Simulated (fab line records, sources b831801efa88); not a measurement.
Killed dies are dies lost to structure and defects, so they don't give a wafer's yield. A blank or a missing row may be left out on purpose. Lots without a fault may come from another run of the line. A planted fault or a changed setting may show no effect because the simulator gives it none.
Chamber matching | flow sky130 | SKY_POLY_GATE_ETCH_17 on rie_si-01: 4 sister chambers
The step etches poly-Si in HBr/Cl2, stops on SiO2, target depth 180 nm, time 70.5 s. 4 wafers are shown with their chamber, then 7 later ones without.

WAFERS WITH THEIR CHAMBER
wafer  | chamber | oes_product_au (a.u.)
L140.2 | 1       | 0.983
L142.5 | 3       | 0.988
L144.1 | 2       | 0.978
L144.2 | 0       | 0.988

WAFERS WITHOUT THEIR CHAMBER
wafer  | oes_product_au (a.u.)
L144.6 | 0.978
L145.1 | 0.983
L145.4 | 0.992
L145.6 | 0.979
L146.3 | 0.973
L146.5 | 0.983
L146.6 | 0.973

WHICH CHAMBER EACH WENT THROUGH
wafer  | from the rows above               | in truth
L144.6 | can't be placed: 2 or 1           | 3
L145.1 | can't be placed: 1 or 0 or 2 or 3 | 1
L145.4 | can't be placed: 0 or 3 or 1      | 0
L145.6 | can't be placed: 2 or 1           | 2
L146.3 | can't be placed: 2 or 1           | 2
L146.5 | can't be placed: 1 or 0 or 2 or 3 | 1
L146.6 | can't be placed: 2 or 1           | 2
Placed correctly: 0 of 7. Can't be placed from these rows: 7 (the true chamber is among the candidates in 6). Placed wrongly: 0.
How it was worked out, from the rows above alone: a wafer's distance from a chamber is the root of the sum, over the readings, of the square of ((its reading less the chamber's mean) divided by the reading's scatter). The wafer belongs to the nearest chamber; if the next one is less than 2 further off, it can't be placed. A chamber's mean is the mean of its shown wafers. The scatter: with one shown wafer a chamber, the root of the mean of the squares of how far each hidden wafer lies from its nearest shown one.
